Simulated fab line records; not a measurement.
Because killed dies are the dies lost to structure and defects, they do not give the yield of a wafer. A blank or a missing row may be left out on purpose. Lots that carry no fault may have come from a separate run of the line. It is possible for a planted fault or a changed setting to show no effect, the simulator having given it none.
Which tool was responsible? :: flow gf180mcu :: Sampling: 13 lots, 39 wafers, 3 of 602 route steps

WHAT THE GAUGES READ, wafer by wafer
GF_NWELL_OVL_MEAS_07.
lot: L913
measured: day 3 15:13
on: overlay-02
NWELL_OVL (nm): 1.1 1.6 1.0

lot: L915
measured: day 4 01:14
on: overlay-02
NWELL_OVL (nm): 1.0 1.0 2.3

lot: L916
measured: day 4 04:57
on: overlay-01
NWELL_OVL (nm): 1.4 0.3 -1.3

lot: L917
measured: day 4 13:07
on: overlay-01
NWELL_OVL (nm): 1.2 1.8 0.9

lot: L918
measured: day 4 17:31
on: overlay-01
NWELL_OVL (nm): 0.3 0.8 0.3

lot: L920
measured: day 5 03:18
on: overlay-01
NWELL_OVL (nm): -1.1 0.4 2.9

lot: L921
measured: day 5 06:54
on: overlay-01
NWELL_OVL (nm): 0.2 1.2 3.0

lot: L922
measured: day 5 14:24
on: overlay-02
NWELL_OVL (nm): 0.8 -0.3 0.2

lot: L923
measured: day 5 19:04
on: overlay-01
NWELL_OVL (nm): 2.5 3.6 -0.8

lot: L928
measured: day 6 22:06
on: overlay-02
NWELL_OVL (nm): 0.5 -1.2 1.1

lot: L930
measured: day 7 09:09
on: overlay-02
NWELL_OVL (nm): 0.0 -2.8 0.7

lot: L933
measured: day 8 01:31
on: overlay-01
NWELL_OVL (nm): -0.9 -1.0 1.4

lot: L935
measured: day 8 12:52
on: overlay-01
NWELL_OVL (nm): -0.4 -0.5 -2.0

GF_VT_IMPLANT_OVL_MEAS_29.
lot: L913
measured: day 7 05:16
on: overlay-02
VT_IMPLANT_02_OVL (nm): 2.5 1.5 1.5

lot: L915
measured: day 7 17:47
on: overlay-01
VT_IMPLANT_02_OVL (nm): -0.7 -0.7 0.5

lot: L916
measured: day 7 22:34
on: overlay-01
VT_IMPLANT_02_OVL (nm): 1.1 1.6 0.4

lot: L917
measured: day 8 09:58
on: overlay-01
VT_IMPLANT_02_OVL (nm): -1.7 -1.1 -1.7

lot: L918
measured: day 8 10:55
on: overlay-02
VT_IMPLANT_02_OVL (nm): 3.7 1.0 0.5

lot: L920
measured: day 9 00:40
on: overlay-01
VT_IMPLANT_02_OVL (nm): 0.1 -0.6 -1.1

lot: L921
measured: day 9 05:30
on: overlay-01
VT_IMPLANT_02_OVL (nm): -0.7 1.9 3.0

lot: L922
measured: day 9 13:32
on: overlay-01
VT_IMPLANT_02_OVL (nm): 1.2 -0.9 1.5

lot: L923
measured: day 9 20:10
on: overlay-01
VT_IMPLANT_02_OVL (nm): -0.2 1.3 0.4

lot: L928
measured: day 11 05:03
on: overlay-01
VT_IMPLANT_02_OVL (nm): 1.2 -0.4 1.6

lot: L930
measured: day 11 17:00
on: overlay-01
VT_IMPLANT_02_OVL (nm): 2.2 1.4 1.0

lot: L933
measured: day 12 12:49
on: overlay-01
VT_IMPLANT_02_OVL (nm): 1.4 1.9 2.5

lot: L935
measured: day 13 02:28
on: overlay-02
VT_IMPLANT_02_OVL (nm): 2.8 -0.7 -0.8

WHAT TOOL EACH LOT RAN ON (gives the tool, then ch and the chambers of the sampled wafers, and finally the start)
lot: L913
GF_STI_STRIP_15: plasma_asher-04 ch 0,1, day 2 08:08

lot: L915
GF_STI_STRIP_15: plasma_asher-03 ch 0,1, day 2 18:04

lot: L916
GF_STI_STRIP_15: plasma_asher-04 ch 0,1, day 2 22:19

lot: L917
GF_STI_STRIP_15: plasma_asher-04 ch 0,1, day 3 03:35

lot: L918
GF_STI_STRIP_15: plasma_asher-02 ch 0,1, day 3 08:17

lot: L920
GF_STI_STRIP_15: plasma_asher-04 ch 0,1, day 3 19:30

lot: L921
GF_STI_STRIP_15: plasma_asher-02 ch 0,1, day 4 00:17

lot: L922
GF_STI_STRIP_15: plasma_asher-04 ch 0,1, day 4 05:34

lot: L923
GF_STI_STRIP_15: plasma_asher-02 ch 0,1, day 4 10:32

lot: L928
GF_STI_STRIP_15: plasma_asher-03 ch 0,1, day 5 11:41

lot: L930
GF_STI_STRIP_15: plasma_asher-02 ch 0,1, day 5 21:57

lot: L933
GF_STI_STRIP_15: plasma_asher-02 ch 1, day 6 13:37

lot: L935
GF_STI_STRIP_15: plasma_asher-04 ch 0, day 7 00:49
- GF_STI_STRIP_15: strips in O2/N2.

WHAT THE TOOLS THEMSELVES READ (means of the sampled wafers that have a number; where no wafer has one, the mark that the record gives instead)
GF_STI_STRIP_15.
lot: L913
tool: plasma_asher-04
drypump_motor_current_A (A): 5.74
heater_power_w (W): 330
oes_product_au (a.u.): 0.380
strip_time_to_endpoint_s (s): 3.71

lot: L915
tool: plasma_asher-03
drypump_motor_current_A (A): 5.62
heater_power_w (W): 295
oes_product_au (a.u.): 0.387
strip_time_to_endpoint_s (s): 3.70

lot: L916
tool: plasma_asher-04
drypump_motor_current_A (A): 5.71
heater_power_w (W): 328
oes_product_au (a.u.): 0.383
strip_time_to_endpoint_s (s): 3.66

lot: L917
tool: plasma_asher-04
drypump_motor_current_A (A): 5.71
heater_power_w (W): 326
oes_product_au (a.u.): 0.388
strip_time_to_endpoint_s (s): 3.69

lot: L918
tool: plasma_asher-02
drypump_motor_current_A (A): 5.78
heater_power_w (W): 356
oes_product_au (a.u.): 0.383
strip_time_to_endpoint_s (s): 3.71

lot: L920
tool: plasma_asher-04
drypump_motor_current_A (A): 5.99
heater_power_w (W): 360
oes_product_au (a.u.): 0.377
strip_time_to_endpoint_s (s): 3.72

lot: L921
tool: plasma_asher-02
drypump_motor_current_A (A): 5.81
heater_power_w (W): 385
oes_product_au (a.u.): 0.383
strip_time_to_endpoint_s (s): 3.65

lot: L922
tool: plasma_asher-04
drypump_motor_current_A (A): 5.73
heater_power_w (W): 325
oes_product_au (a.u.): 0.379
strip_time_to_endpoint_s (s): 3.70

lot: L923
tool: plasma_asher-02
drypump_motor_current_A (A): 5.79
heater_power_w (W): 352
oes_product_au (a.u.): 0.381
strip_time_to_endpoint_s (s): 3.71

lot: L928
tool: plasma_asher-03
drypump_motor_current_A (A): 5.60
heater_power_w (W): 298
oes_product_au (a.u.): 0.383
strip_time_to_endpoint_s (s): 3.75

lot: L930
tool: plasma_asher-02
drypump_motor_current_A (A): 5.82
heater_power_w (W): 380
oes_product_au (a.u.): 0.384
strip_time_to_endpoint_s (s): 3.70

lot: L933
tool: plasma_asher-02
drypump_motor_current_A (A): 5.76
heater_power_w (W): 327
oes_product_au (a.u.): 0.378
strip_time_to_endpoint_s (s): 3.63

lot: L935
tool: plasma_asher-04
drypump_motor_current_A (A): 6.19
heater_power_w (W): 399
oes_product_au (a.u.): 0.384
strip_time_to_endpoint_s (s): 3.76

THE ANSWER, worked out from the rows above alone
Rule: the usual values come from the lots themselves. The widest of any qualifying gaps counts: lots, ordered by their means at a reading, are off when they make up no more than a third of the lots, leave a main group of 4 or more, and stand apart from it by 3 or more times the standard deviation of that group's means. A main group whose means are all the same, to the digits that the tables above print for the reading, isn't used. A lot without any number at a reading at which 4 lots or more have one is off too. The other lots that the step has rows for count as sound. Order of review: gauges by route order, followed by the tools' own readings, for which a lot's mean as printed above is used. The first step at which some lot is off is used, and at that step the reading that is off furthest; a lot without a number counts as furthest.
Nothing can be told from this: no lot is off at any reading shown.

WHAT THE SIMULATOR PUT IN
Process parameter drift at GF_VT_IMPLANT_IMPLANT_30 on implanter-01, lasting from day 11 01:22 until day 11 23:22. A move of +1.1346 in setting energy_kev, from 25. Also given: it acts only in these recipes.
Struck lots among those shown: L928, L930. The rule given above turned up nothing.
